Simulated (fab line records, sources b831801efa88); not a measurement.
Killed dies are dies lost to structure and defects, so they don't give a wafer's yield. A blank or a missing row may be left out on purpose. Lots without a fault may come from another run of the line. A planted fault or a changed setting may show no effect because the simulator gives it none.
Which tool did it? | flow sky130 | 24 lots, 72 wafers sampled, at 6 steps of a route of 708

WHAT THE GAUGES READ, wafer by wafer
SKY_FIELD_ISO_THK_MEAS_04.
lot  | measured    | on            | FIELD_ISO_CVD_03_THK (nm)
L074 | day 1 13:52 | film_metro-01 | 160.8 160.9 161.4
L075 | day 1 19:36 | film_metro-02 | 163.6 163.3 163.6
L076 | day 2 01:09 | film_metro-02 | 166.2 164.6 165.4
L077 | day 2 04:29 | film_metro-02 | 162.2 164.2 162.0
L078 | day 2 09:59 | film_metro-04 | 163.8 163.6 164.2
L079 | day 2 14:30 | film_metro-02 | 164.6 164.2 166.1
L080 | day 2 19:54 | film_metro-04 | 162.6 162.8 163.3
L081 | day 3 02:42 | film_metro-02 | 162.3 163.1 164.2
L082 | day 3 08:41 | film_metro-01 | 167.5 166.5 166.7
L083 | day 3 12:58 | film_metro-02 | 165.3 166.1 164.9
L084 | day 3 17:10 | film_metro-04 | 165.2 164.8 165.2
L085 | day 3 21:23 | film_metro-01 | 164.9 163.8 164.3
L086 | day 4 02:20 | film_metro-02 | 166.0 165.6 166.4
L087 | day 4 06:29 | film_metro-04 | 163.5 166.1 164.2
L088 | day 4 11:54 | film_metro-02 | 161.9 162.2 162.3
L089 | day 4 21:03 | film_metro-04 | 161.5 161.0 163.1
L090 | day 4 23:53 | film_metro-04 | 163.0 163.7 163.2
L091 | day 5 05:30 | film_metro-02 | 161.8 161.5 162.6
L092 | day 5 08:56 | film_metro-02 | 162.4 162.3 162.8
L093 | day 5 14:32 | film_metro-04 | 162.7 162.2 162.5
L094 | day 5 18:05 | film_metro-02 | 165.9 166.6 165.0
L095 | day 5 22:59 | film_metro-01 | 162.1 162.6 163.3
L096 | day 6 04:29 | film_metro-02 | 163.7 164.4 163.2
L097 | day 6 09:20 | film_metro-04 | 164.8 162.2 163.5

SKY_DNWELL_TW_MEAS_09.
lot  | measured    | on            | DNWELL_TW
L074 | day 3 03:06 | film_metro-04 | 1117 1108 1112
L075 | day 3 08:12 | film_metro-04 | 1105 1103 1108
L076 | day 3 13:48 | film_metro-04 | 1106 1110 1108
L077 | day 4 01:03 | film_metro-03 | 1132 1122 1124
L078 | day 4 08:03 | film_metro-01 | 1107 1113 1110
L079 | day 4 09:56 | film_metro-04 | 1110 1110 1115
L080 | day 4 12:36 | film_metro-04 | 1115 1118 1112
L081 | day 4 18:20 | film_metro-03 | 1128 1129 1124
L082 | day 5 01:42 | film_metro-03 | 1121 1114 1124
L083 | day 5 05:46 | film_metro-01 | 1101 1095 1103
L084 | day 5 15:23 | film_metro-04 | 1113 1113 1114
L085 | day 5 19:21 | film_metro-04 | 1113 1107 1111
L086 | day 5 21:29 | film_metro-03 | 1125 1128 1118
L087 | day 6 02:27 | film_metro-04 | 1112 1112 1112
L088 | day 6 07:01 | film_metro-01 | 1103 1103 1097
L089 | day 6 17:27 | film_metro-04 | 1118 1114 1118
L090 | day 6 22:01 | film_metro-04 | 1118 1122 1121
L091 | day 7 00:55 | film_metro-04 | 1128 1124 1126
L092 | day 7 19:09 | film_metro-04 | 1130 1126 1131
L093 | day 7 21:34 | film_metro-01 | 1084 1093 1086
L094 | day 7 22:38 | film_metro-03 | 1116 1114 1117
L095 | day 7 22:53 | film_metro-01 | 1094 1094 1100
L096 | day 8 07:55 | film_metro-03 | 1113 1114 1115
L097 | day 8 17:43 | film_metro-03 | 1115 1121 1114

SKY_VT_ADJUST_HVTP_TW_MEAS_11.
lot  | measured     | on            | VT_ADJUST_HVTP_TW
L074 | day 6 00:30  | film_metro-02 | 1373 1380 1365
L075 | day 6 05:42  | film_metro-02 | 1378 1374 1373
L076 | day 6 12:02  | film_metro-03 | 1371 1361 1365
L077 | day 7 02:46  | film_metro-01 | 1328 1329 1326
L078 | day 7 05:39  | film_metro-03 | 1360 1363 1357
L079 | day 7 08:45  | film_metro-01 | 1326 1326 1325
L080 | day 7 12:21  | film_metro-01 | 1329 1334 1334
L081 | day 7 23:49  | film_metro-01 | 1332 1330 1335
L082 | day 8 03:14  | film_metro-01 | 1341 1341 1340
L083 | day 8 09:10  | film_metro-01 | 1348 1338 1343
L084 | day 8 20:54  | film_metro-03 | 1366 1362 1369
L085 | day 9 00:16  | film_metro-01 | 1340 1338 1348
L086 | day 9 00:54  | film_metro-01 | 1340 1340 1344
L087 | day 9 08:15  | film_metro-02 | 1370 1382 1375
L088 | day 9 13:36  | film_metro-01 | 1335 1338 1344
L089 | day 10 01:25 | film_metro-01 | 1348 1341 1347
L090 | day 10 06:19 | film_metro-02 | 1379 1384 1380
L091 | day 10 10:43 | film_metro-02 | 1378 1393 1379
L092 | day 11 12:55 | film_metro-01 | 1342 1329 1343
L093 | day 11 12:17 | film_metro-01 | 1334 1340 1341
L094 | day 11 15:23 | film_metro-02 | 1379 1380 1380
L095 | day 11 16:18 | film_metro-03 | 1361 1361 1365
L096 | day 12 02:12 | film_metro-01 | 1336 1341 1338
L097 | day 12 13:22 | film_metro-02 | 1378 1383 1378

SKY_VT_ADJUST_PCH_OVL_MEAS_07.
lot  | measured     | on         | VT_ADJUST_PCH_OVL (nm)
L074 | day 10 02:15 | overlay-01 | 1.3 0.2 -1.5
L075 | day 10 07:08 | overlay-02 | -0.8 0.0 0.6
L076 | day 10 15:47 | overlay-02 | 0.2 -1.0 -1.0
L077 | day 11 12:12 | overlay-02 | 2.1 1.7 2.6
L078 | day 11 17:47 | overlay-02 | -1.0 -1.6 -0.5
L079 | day 11 19:35 | overlay-02 | 0.3 -0.5 0.8
L080 | day 12 01:23 | overlay-02 | -1.7 -0.7 -0.1
L081 | day 12 16:57 | overlay-01 | 2.9 2.4 1.9
L082 | day 12 20:23 | overlay-01 | -2.8 -0.3 -2.5
L083 | day 13 02:42 | overlay-02 | 0.3 1.7 2.8
L084 | day 13 17:14 | overlay-02 | -2.6 -2.1 -2.5
L085 | day 13 21:08 | overlay-01 | -0.2 -0.1 -0.3
L086 | day 13 23:03 | overlay-01 | 1.0 0.1 1.6
L087 | day 14 08:11 | overlay-02 | -0.1 1.7 0.4
L088 | day 14 12:59 | overlay-02 | 1.0 -1.5 0.9
L089 | day 15 03:38 | overlay-01 | 1.7 0.1 2.5
L090 | day 15 10:39 | overlay-02 | -0.1 0.7 -0.6
L091 | day 15 15:27 | overlay-02 | 0.6 -1.4 -1.7
L092 | day 16 23:45 | overlay-01 | 0.4 0.0 -0.5
L093 | day 16 22:09 | overlay-01 | 0.8 -0.2 0.3
L094 | day 17 02:24 | overlay-01 | 3.2 2.7 2.5
L095 | day 17 04:14 | overlay-02 | -0.9 -1.3 -0.8
L096 | day 17 15:20 | overlay-02 | -2.4 0.6 -1.4
L097 | day 18 05:04 | overlay-01 | 2.5 2.8 2.0

SKY_VT_ADJUST_PCH_TW_MEAS_10.
lot  | measured     | on            | VT_ADJUST_PCH_TW
L074 | day 10 02:32 | film_metro-03 | 142.9 142.7 142.5
L075 | day 10 07:26 | film_metro-01 | 141.5 141.4 141.7
L076 | day 10 16:05 | film_metro-01 | 140.8 141.7 141.9
L077 | day 11 12:29 | film_metro-02 | 145.7 145.3 145.1
L078 | day 11 18:04 | film_metro-01 | 140.5 140.3 141.3
L079 | day 11 19:53 | film_metro-03 | 143.2 144.2 144.1
L080 | day 12 01:41 | film_metro-02 | 144.6 145.3 145.7
L081 | day 12 17:14 | film_metro-01 | 141.2 140.2 140.8
L082 | day 12 20:40 | film_metro-03 | 143.5 142.5 143.3
L083 | day 13 02:59 | film_metro-01 | 142.2 143.4 142.3
L084 | day 13 17:31 | film_metro-02 | 144.5 144.6 144.4
L085 | day 13 21:26 | film_metro-02 | 144.3 144.4 144.1
L086 | day 13 23:20 | film_metro-01 | 143.5 142.0 142.5
L087 | day 14 08:31 | film_metro-02 | 144.6 146.2 145.4
L088 | day 14 13:17 | film_metro-02 | 146.0 145.8 145.9
L089 | day 15 03:56 | film_metro-02 | 145.4 144.3 144.3
L090 | day 15 10:56 | film_metro-01 | 141.2 141.7 141.8
L091 | day 15 15:45 | film_metro-02 | 145.0 145.9 145.4
L092 | day 17 00:02 | film_metro-01 | 141.9 142.0 141.7
L093 | day 16 22:27 | film_metro-01 | 142.2 142.5 141.9
L094 | day 17 02:41 | film_metro-01 | 141.0 141.8 142.6
L095 | day 17 04:31 | film_metro-03 | 144.5 144.1 144.0
L096 | day 17 15:38 | film_metro-03 | 143.7 143.9 143.7
L097 | day 18 05:22 | film_metro-03 | 142.8 142.7 142.8

WHICH TOOL RAN EACH LOT (tool, then ch and the chambers of the sampled wafers, then the start)
lot  | SKY_FIELD_ISO_ETCH_17
L074 | rie_si-02 ch 1,2,3, day 2 04:26
L075 | rie_si-01 ch 0,2,3, day 2 10:37
L076 | rie_si-02 ch 0,1,3, day 2 16:09
L077 | rie_si-02 ch 1,2,3, day 2 19:45
L078 | rie_si-02 ch 0,3, day 3 02:01
L079 | rie_si-01 ch 0,2,3, day 3 05:52
L080 | rie_si-01 ch 0,2,3, day 3 11:28
L081 | rie_si-01 ch 0,2,3, day 3 18:43
L082 | rie_si-02 ch 0,1,3, day 4 01:28
L083 | rie_si-02 ch 0,1,3, day 4 06:12
L084 | rie_si-01 ch 0,1,3, day 4 09:57
L085 | rie_si-02 ch 0,1,3, day 4 14:34
L086 | rie_si-02 ch 1,3, day 4 19:31
L087 | rie_si-01 ch 2,3, day 4 22:34
L088 | rie_si-01 ch 1,2,3, day 5 05:06
L089 | rie_si-01 ch 0,1,3, day 5 15:13
L090 | rie_si-02 ch 0,3, day 5 18:03
L091 | rie_si-02 ch 0,1,2, day 6 00:09
L092 | rie_si-01 ch 1,2,3, day 6 04:04
L093 | rie_si-01 ch 0,1,3, day 6 08:48
L094 | rie_si-02 ch 0,1,2, day 6 13:31
L095 | rie_si-01 ch 2,3, day 6 17:03
L096 | rie_si-01 ch 0,2,3, day 6 22:55
L097 | rie_si-02 ch 0,1,3, day 7 02:49
- SKY_FIELD_ISO_ETCH_17: etches Si in HBr/Cl2/O2, target depth 342 nm, time 97.7 s.

WHAT THE TOOLS THEMSELVES READ (means of the sampled wafers that have a number; where no wafer has one, the mark that the record gives instead)
SKY_FIELD_ISO_ETCH_17.
lot  | tool      | drypump_motor_current_A (A) | mfc_cl2_sccm (sccm) | oes_product_au (a.u.) | throttle_valve_pct (%)
L074 | rie_si-02 | 6.1                         | 40.01               | 1.000                 | 25.659
L075 | rie_si-01 | 6.5                         | 39.95               | 0.999                 | 25.658
L076 | rie_si-02 | 6.0                         | 40.03               | 1.002                 | 25.662
L077 | rie_si-02 | 6.1                         | 39.96               | 1.000                 | 25.662
L078 | rie_si-02 | 6.0                         | 39.97               | 1.006                 | 25.652
L079 | rie_si-01 | 6.5                         | 39.98               | 0.994                 | 25.655
L080 | rie_si-01 | 6.5                         | 40.09               | 1.008                 | 25.649
L081 | rie_si-01 | 6.5                         | 40.00               | 1.001                 | 25.665
L082 | rie_si-02 | 6.0                         | 40.06               | 0.995                 | 25.663
L083 | rie_si-02 | 6.0                         | 40.05               | 1.001                 | 25.652
L084 | rie_si-01 | 6.3                         | 40.01               | 0.994                 | 25.657
L085 | rie_si-02 | 6.0                         | 39.94               | 1.007                 | 25.650
L086 | rie_si-02 | 5.9                         | 40.07               | 0.992                 | 25.656
L087 | rie_si-01 | 6.7                         | 40.00               | 0.994                 | 25.662
L088 | rie_si-01 | 6.4                         | 40.03               | 1.002                 | 25.644
L089 | rie_si-01 | 6.3                         | 39.99               | 0.999                 | 25.662
L090 | rie_si-02 | 6.0                         | 40.03               | 0.996                 | 25.652
L091 | rie_si-02 | 6.2                         | 40.02               | 1.003                 | 25.660
L092 | rie_si-01 | 6.5                         | 40.00               | 0.999                 | 25.653
L093 | rie_si-01 | 6.2                         | 39.98               | 0.993                 | 25.655
L094 | rie_si-02 | 6.2                         | 40.07               | 1.009                 | 25.656
L095 | rie_si-01 | 6.7                         | 39.96               | 0.990                 | 25.659
L096 | rie_si-01 | 6.5                         | 39.95               | 0.999                 | 25.658
L097 | rie_si-02 | 6.0                         | 39.99               | 0.993                 | 25.669

THE ANSWER, worked out from the rows above alone
Rule: what is usual is taken from the lots themselves. Put in order of their means at a reading, lots are off if they are a third of the lots or fewer, leave a main group of 4 or more, and stand apart from it by a gap of 3 or more times the standard deviation of the main group's means; of several such gaps the widest counts. A main group whose means are all the same, to the digits that the tables above print for the reading, isn't used. A lot without any number at a reading at which 4 lots or more have one is off too. The other lots that the step has rows for count as sound. The gauges are gone through in route order, then the tools' own readings, and for those a lot's mean is taken as printed above. The first step at which some lot is off is used, and at that step the reading that is off furthest; a lot without a number counts as furthest.
No lot is off at any reading shown: from this, nothing can be told.

WHAT THE SIMULATOR HAD PUT IN
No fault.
